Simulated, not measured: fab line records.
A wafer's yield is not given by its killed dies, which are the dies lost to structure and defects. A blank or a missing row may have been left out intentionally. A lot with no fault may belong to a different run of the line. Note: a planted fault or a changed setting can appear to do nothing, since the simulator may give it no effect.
fab line records ; flow gf180mcu
record: lots: 13; wafers: 39; last-day: 34
route steps=602 shown STI@16 MVPSD@88 HV_LDD@225
lots untouched by any fault: they come from a run of this same line in which no faults occurred
start-h: hours from the record's first day to the start of the lot's first wafer shown ; wait-h: hours from the lot's prior step to this one ; " identical to the entry in the row above ; L1.1+2: a single row standing in for several wafers ; - no value present, or no start provided ; * or withheld: withheld ; < > ~ a bound
route shown NAME@n: a module of which the file shows steps, and the number in the route of the first ; usual: mean and standard deviation over wafers with no fault ; same: alike in all rows ; chamber/n: place in a boat ; sites: the reading at each site ; _std_site: the values' standard deviation ; _edge_site: mean of outer sites minus mean of inner sites ; radius-mm: how far each site lies from the wafer's centre ; mask NAME#n: copy n ; behind: the most recent tool/chamber to have shaped the wafer ; hold: cause of the lot's hold/its duration in hours/its outcome ; device: the n, p or np transistor that did not switch ; end of line: the route-end tests of the same wafers ; a step given without rows: its recipe and nothing more ; killed: not the wafer's yield, but the dies lost to structure and defects at the first sort ; map: dies across one wafer; x = killed, . = not, _ = none there
set.NAME: the run value of the setting; set.NAME@STEP: its run value at that earlier step ; model.NAME: the simulator's own value behind a step, which no gauge read
a sample of lots followed through the steps of the route, with each step as a table and each wafer as a row
services: when a tool's chamber went out of use (start-h, in hours from the record's first day, below 0 if earlier), for how many hours, and the reason
== steps ==
step: GF_STI_STRIP_15
recipe: chemistry: O2/N2; power-w: 1400; pressure-mtorr: 1500; platen-temp-c: 250; o2-flow-sccm: 2910; n2-flow-sccm: 300; overash-fraction: 0.5
usual: drypump-motor-current-A: 5.87/0.21; heater-power-w: 369/48; oes-product-au: 0.384/0.0046; strip-time-to-endpoint-s: 3.73/0.049
lot.wafer;tool;chamber;start-h;wait-h;drypump-motor-current-A;heater-power-w;oes-product-au;rf-hours-counter-h;strip-time-to-endpoint-s
L730.1;plasma-asher-04;1;28.67;0.0;5.54;321;0.380;23;3.67
L730.3;plasma-asher-04;1;28.67;0.0;5.55;324;0.380;-;3.71
L730.5;plasma-asher-04;1;28.67;0.0;5.55;318;0.380;-;3.69
L731.2;plasma-asher-02;0;31.89;0.0;5.98;326;0.389;39;3.79
L731.3;plasma-asher-02;0;31.89;0.0;5.96;327;0.386;-;3.78
L731.6;plasma-asher-02;1;31.89;0.0;6.02;432;0.383;-;3.80
L732.2;plasma-asher-04;0;35.77;0.0;6.13;362;0.383;23;3.77
L732.3;plasma-asher-04;0;35.77;0.0;6.09;369;0.379;-;3.77
L732.5;plasma-asher-04;1;35.77;0.0;5.56;319;0.376;-;3.75
L733.2;plasma-asher-03;0;41.74;0.0;5.60;354;0.380;39;3.75
L733.3;plasma-asher-03;0;41.74;0.0;5.61;346;0.384;-;3.75
L733.5;plasma-asher-03;0;41.74;0.0;5.61;359;0.377;-;3.84
L735.3;plasma-asher-04;0;52.48;0.1;6.06;380;0.388;-;3.71
L735.5;plasma-asher-04;0;52.48;0.1;6.06;373;0.385;-;3.76
L735.6;plasma-asher-04;1;52.48;0.1;5.56;331;0.381;-;3.73
L739.4;plasma-asher-02;0;72.01;0.1;5.97;327;0.389;-;3.75
L739.5;plasma-asher-02;1;72.01;0.1;6.03;448;0.384;-;3.79
L739.6;plasma-asher-02;0;72.01;0.1;5.99;332;0.388;-;3.74
L740.1;plasma-asher-02;1;77.09;0.0;5.99;447;0.381;44;3.73
L740.4;plasma-asher-02;0;77.09;0.0;5.94;330;0.380;-;3.68
L740.5;plasma-asher-02;1;77.09;0.0;6.00;448;0.384;-;3.82
L741.1;plasma-asher-04;1;83.13;0.0;5.56;322;0.384;28;3.64
L741.4;plasma-asher-04;0;83.13;0.0;6.11;364;0.382;-;3.62
L741.6;plasma-asher-04;0;83.13;0.0;6.10;374;0.374;-;3.68
L744.2;plasma-asher-03;1;99.27;0.0;5.60;368;0.381;45;3.74
L744.4;plasma-asher-03;0;99.27;0.0;5.59;348;0.388;-;3.70
L744.5;plasma-asher-03;0;99.27;0.0;5.61;356;0.372;-;3.68
L747.2;plasma-asher-02;0;112.38;0.0;5.98;330;0.387;48;3.81
L747.3;plasma-asher-02;1;112.38;0.0;6.01;443;0.378;-;3.76
L747.4;plasma-asher-02;0;112.38;0.0;5.96;327;0.385;-;3.72
L750.1;plasma-asher-02;1;135.12;0.0;6.00;444;0.391;50;3.83
L750.3;plasma-asher-02;1;135.12;0.0;5.98;452;0.391;-;3.73
L750.5;plasma-asher-02;0;135.12;0.0;5.96;320;0.378;-;3.71
L751.1;plasma-asher-04;1;135.12;0.0;5.57;322;0.383;34;3.68
L751.3;plasma-asher-04;0;135.12;0.0;6.09;368;0.374;-;3.68
L751.5;plasma-asher-04;1;135.12;0.0;5.54;332;0.385;-;3.75
L752.1;plasma-asher-02;0;143.37;0.0;5.98;324;0.382;51;3.76
L752.3;plasma-asher-02;0;143.37;0.0;5.99;332;0.380;-;3.75
L752.5;plasma-asher-02;0;143.37;0.0;5.98;330;0.392;-;3.76
step: GF_STI_WET_ETCH_26
recipe: chemistry: dHF; target-depth-nm: 94; target: SiO2; temp-c: 25; dilution: 10:1; time-s: 188
usual: run-length-s: 217/4
lot.wafer;tool;chamber;start-h;wait-h;run-length-s
L730.1;wet-bench-03;1;30.75;0.1;211
L730.3;wet-bench-03;1;30.75;0.1;211
L730.5;wet-bench-03;1;30.75;0.1;211
L731.2;wet-bench-04;0;33.98;0.1;214
L731.3;wet-bench-04;0;33.98;0.1;214
L731.6;wet-bench-04;0;33.98;0.1;214
L732.2;wet-bench-04;2;37.97;0.1;214
L732.3;wet-bench-04;2;37.97;0.1;214
L732.5;wet-bench-04;2;37.97;0.1;214
L733.2;wet-bench-03;0;43.82;0.2;221
L733.3;wet-bench-03;0;43.82;0.2;221
L733.5;wet-bench-03;0;43.82;0.2;221
L735.3;wet-bench-04;0;55.28;0.1;214
L735.5;wet-bench-04;0;55.28;0.1;214
L735.6;wet-bench-04;0;55.28;0.1;214
L739.4;wet-bench-03;1;74.06;0.1;220
L739.5;wet-bench-03;1;74.06;0.1;220
L739.6;wet-bench-03;1;74.06;0.1;220
L740.1;wet-bench-01;1;79.33;0.1;212
L740.4;wet-bench-01;1;79.33;0.1;212
L740.5;wet-bench-01;1;79.33;0.1;212
L741.1;wet-bench-04;0;85.28;0.3;97
L741.4;wet-bench-04;0;85.28;0.3;97
L741.6;wet-bench-04;0;85.28;0.3;97
L744.2;wet-bench-04;0;104.25;0.2;90
L744.4;wet-bench-04;0;104.25;0.2;90
L744.5;wet-bench-04;0;104.25;0.2;90
L747.2;wet-bench-03;0;115.51;0.1;214
L747.3;wet-bench-03;0;115.51;0.1;214
L747.4;wet-bench-03;0;115.51;0.1;214
L750.1;wet-bench-01;3;137.85;0.2;222
L750.3;wet-bench-01;3;137.85;0.2;222
L750.5;wet-bench-01;3;137.85;0.2;222
L751.1;wet-bench-01;0;137.85;0.1;222
L751.3;wet-bench-01;0;137.85;0.1;222
L751.5;wet-bench-01;0;137.85;0.1;222
L752.1;wet-bench-01;2;145.45;0.2;215
L752.3;wet-bench-01;2;145.45;0.2;215
L752.5;wet-bench-01;2;145.45;0.2;215
step: GF_MVPSD_STRIP_10
recipe: chemistry: O2/N2; power-w: 1400; pressure-mtorr: 1500; platen-temp-c: 250; o2-flow-sccm: 3000; n2-flow-sccm: 300; overash-fraction: 0.5
usual: drypump-motor-current-A: 5.4/0.31; heater-power-w: 329/35; oes-product-au: 0.722/0.0048; strip-time-to-endpoint-s: 36.97/0.088
lot.wafer;tool;chamber;start-h;wait-h;drypump-motor-current-A;heater-power-w;oes-product-au;rf-hours-counter-h;strip-time-to-endpoint-s
L730.1;plasma-asher-01;0;99.50;0.1;5.0;297;0.725;40;37.07
L730.3;plasma-asher-01;1;99.50;0.1;5.5;312;0.716;-;37.03
L730.5;plasma-asher-01;0;99.50;0.1;5.0;297;0.721;-;36.99
L731.2;plasma-asher-01;0;105.39;0.2;5.0;299;0.723;41;36.91
L731.3;plasma-asher-01;0;105.39;0.2;4.9;300;0.721;-;36.86
L731.6;plasma-asher-01;0;105.39;0.2;4.9;301;0.720;-;36.79
L732.2;plasma-asher-01;0;109.55;0.2;5.0;305;0.727;41;37.01
L732.3;plasma-asher-01;1;109.55;0.2;5.4;309;0.726;-;36.94
L732.5;plasma-asher-01;0;109.55;0.2;4.9;295;0.718;-;37.00
L733.2;plasma-asher-02;0;113.14;0.1;6.0;330;0.715;48;37.17
L733.3;plasma-asher-02;0;113.14;0.1;6.0;332;0.719;-;37.05
L733.5;plasma-asher-02;1;113.14;0.1;6.0;450;0.726;-;37.07
L735.3;plasma-asher-01;1;126.73;0.1;5.4;311;0.723;-;37.02
L735.5;plasma-asher-01;1;126.73;0.1;5.4;311;0.723;-;37.06
L735.6;plasma-asher-01;0;126.73;0.1;5.0;295;0.724;-;36.91
L739.4;plasma-asher-01;1;149.48;0.1;5.4;313;0.726;-;36.96
L739.5;plasma-asher-01;1;149.48;0.1;5.4;309;0.723;-;36.97
L739.6;plasma-asher-01;0;149.48;0.1;4.9;300;0.724;-;36.98
L740.1;plasma-asher-01;0;156.34;0.1;5.0;298;0.725;47;37.01
L740.4;plasma-asher-01;0;156.34;0.1;5.0;307;0.718;-;36.90
L740.5;plasma-asher-01;1;156.34;0.1;5.4;311;0.727;-;37.00
L741.1;plasma-asher-02;1;162.05;0.1;6.0;439;0.730;54;37.00
L741.4;plasma-asher-02;0;162.05;0.1;6.0;334;0.718;-;37.03
L741.6;plasma-asher-02;0;162.05;0.1;6.0;333;0.714;-;37.01
L744.2;plasma-asher-03;0;186.34;0.1;5.6;341;0.723;7;36.93
L744.4;plasma-asher-03;1;186.34;0.1;5.6;368;0.724;-;36.91
L744.5;plasma-asher-03;1;186.34;0.1;5.6;363;0.731;-;37.05
L747.2;plasma-asher-01;1;202.40;0.1;5.4;307;0.712;52;37.04
L747.3;plasma-asher-01;0;202.40;0.1;4.9;307;0.720;-;37.05
L747.4;plasma-asher-01;1;202.40;0.1;5.4;314;0.719;-;37.01
L751.1;plasma-asher-03;0;222.55;0.1;5.6;354;0.722;11;36.97
L751.3;plasma-asher-03;0;222.55;0.1;5.6;351;0.719;-;36.90
L751.5;plasma-asher-03;1;222.55;0.1;5.6;368;0.722;-;36.91
L750.1;plasma-asher-03;1;224.42;0.1;5.6;377;0.716;11;36.99
L750.3;plasma-asher-03;1;224.42;0.1;5.6;365;0.707;-;37.06
L750.5;plasma-asher-03;0;224.42;0.1;5.6;351;0.716;-;37.09
L752.1;plasma-asher-01;0;234.69;0.1;5.0;291;0.726;55;36.92
L752.3;plasma-asher-01;0;234.69;0.1;5.0;297;0.719;-;36.89
L752.5;plasma-asher-01;1;234.69;0.1;5.4;311;0.728;-;36.98
step: GF_HV_LDD_STRIP_49
recipe: chemistry: O2/N2; power-w: 1400; pressure-mtorr: 1500; platen-temp-c: 250; o2-flow-sccm: 3000; n2-flow-sccm: 300; overash-fraction: 0.5
usual: drypump-motor-current-A: 5.7/0.34; heater-power-w: 357/51; oes-product-au: 0.716/0.0047; strip-time-to-endpoint-s: 12.629/0.027
lot.wafer;tool;chamber;start-h;wait-h;drypump-motor-current-A;heater-power-w;oes-product-au;rf-hours-counter-h;strip-time-to-endpoint-s
L730.1;plasma-asher-03;1;280.61;0.1;5.6;376;0.711;17;12.622
L730.3;plasma-asher-03;0;280.61;0.1;5.6;348;0.715;-;12.620
L730.5;plasma-asher-03;0;280.61;0.1;5.6;355;0.721;-;12.631
L731.2;plasma-asher-03;1;283.81;0.1;5.6;361;0.722;17;12.614
L731.3;plasma-asher-03;1;283.81;0.1;5.6;369;0.712;-;12.651
L731.6;plasma-asher-03;0;283.81;0.1;5.6;343;0.714;-;12.627
L733.2;plasma-asher-02;1;292.96;0.1;5.9;444;0.712;68;12.661
L733.3;plasma-asher-02;0;292.96;0.1;6.0;336;0.728;-;12.644
L733.5;plasma-asher-02;0;292.96;0.1;6.0;326;0.718;-;12.655
L732.2;plasma-asher-02;0;295.00;0.1;6.0;336;0.725;68;12.586
L732.3;plasma-asher-02;0;295.00;0.1;6.0;336;0.715;-;12.613
L732.5;plasma-asher-02;0;295.00;0.1;6.0;337;0.722;-;12.626
L735.3;plasma-asher-03;0;312.85;0.1;5.6;349;0.717;-;12.645
L735.5;plasma-asher-03;0;312.85;0.1;5.6;359;0.719;-;12.664
L735.6;plasma-asher-03;1;312.85;0.1;5.6;366;0.715;-;12.629
L739.4;plasma-asher-02;1;349.69;0.1;6.0;459;0.712;-;12.606
L739.5;plasma-asher-02;1;349.69;0.1;6.0;440;0.713;-;12.620
L739.6;plasma-asher-02;0;349.69;0.1;6.0;325;0.720;-;12.632
L740.1;plasma-asher-02;0;353.56;0.1;6.0;335;0.716;75;12.634
L740.4;plasma-asher-02;0;353.56;0.1;6.0;331;0.719;-;12.620
L740.5;plasma-asher-02;1;353.56;0.1;6.0;443;0.717;-;12.642
L741.1;plasma-asher-02;0;364.80;0.1;6.0;323;0.706;76;12.644
L741.4;plasma-asher-02;0;364.80;0.1;6.0;321;0.719;-;12.636
L741.6;plasma-asher-02;1;364.80;0.1;6.0;448;0.712;-;12.640
L744.2;plasma-asher-02;0;401.95;0.1;6.0;330;0.710;80;12.642
L744.4;plasma-asher-02;1;401.95;0.1;6.0;454;0.716;-;12.601
L744.5;plasma-asher-02;1;401.95;0.1;6.0;444;0.718;-;12.576
L747.2;plasma-asher-03;1;415.01;0.1;5.6;369;0.716;30;12.618
L747.3;plasma-asher-03;0;415.01;0.1;5.6;348;0.707;-;12.629
L747.4;plasma-asher-03;1;415.01;0.1;5.6;365;0.728;-;12.613
L751.1;plasma-asher-02;0;440.15;0.1;6.0;326;0.719;1;12.646
L751.3;plasma-asher-02;0;440.15;0.1;6.0;336;0.717;-;12.671
L751.5;plasma-asher-02;0;440.15;0.1;6.0;335;0.718;-;12.631
L750.1;plasma-asher-01;0;444.06;0.1;5.0;300;0.718;78;12.641
L750.3;plasma-asher-01;1;444.06;0.1;5.4;316;0.717;-;12.634
L750.5;plasma-asher-01;1;444.06;0.1;5.4;301;0.720;-;12.604
L752.1;plasma-asher-03;0;458.15;0.1;5.6;344;0.715;35;12.647
L752.3;plasma-asher-03;0;458.15;0.1;5.6;349;0.720;-;12.637
L752.5;plasma-asher-03;0;458.15;0.1;5.6;355;0.716;-;12.617
== services ==
tool;chamber;start-h;hours;kind
plasma-asher-01;-;16.25;14.6;pm
plasma-asher-02;-;18.78;1.2;repair
wet-bench-01;-;36.91;3.3;repair
plasma-asher-04;-;65.41;4.6;repair
wet-bench-03;-;100.89;4.4;pm
plasma-asher-03;-;108.75;9.0;pm
plasma-asher-03;0;108.75;9.0;vent-cycle
plasma-asher-03;1;108.75;9.0;vent-cycle
plasma-asher-03;0;117.75;-;clean
plasma-asher-03;1;117.75;-;clean
plasma-asher-04;-;139.99;14.6;pm
wet-bench-03;-;172.81;1.9;pm
plasma-asher-01;-;246.54;2.0;repair
plasma-asher-04;-;263.81;2.8;pm
plasma-asher-02;-;271.79;1.5;repair
plasma-asher-03;-;274.44;1.0;repair
wet-bench-04;-;275.33;2.4;repair
plasma-asher-04;-;338.57;2.6;repair
wet-bench-03;-;345.73;3.0;repair
plasma-asher-02;-;421.25;9.0;pm
plasma-asher-02;0;421.25;9.0;vent-cycle
plasma-asher-02;1;421.25;9.0;vent-cycle
plasma-asher-02;0;430.25;-;clean
plasma-asher-02;1;430.25;-;clean
== key ==
first-sign: step: GF_STI_WET_ETCH_26; reading: run-length-s; direction: down; sigmas: 31; usual: *; struck: *
effect none on later readings
met-at GF_STI_WET_ETCH_26
struck-lots L741,L744
struck-wafers L741.1,L741.4,L741.6,L744.2,L744.4,L744.5
tester-left-out L741,L744
not-acting-at GF_STI_STRIP_15,GF_MVPSD_STRIP_10,GF_HV_LDD_STRIP_49
onset-between 55.28 85.28
fault: kind: process-parameter-drift; tool: wet-bench-04; chamber: 0; onset-h: 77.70; steps: GF_STI_WET_ETCH_26; channel: time-s; offset: *; shape: step; end-h: 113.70; acts-in: *; stated: *
tester-left-out: of these lots the tester's yield and bins aren't shown, on N5 and GAA mostly nor the transistor test; their killed dies are dies lost to structure and defects alone, not to doping, threshold or leakage, so they don't give the yield
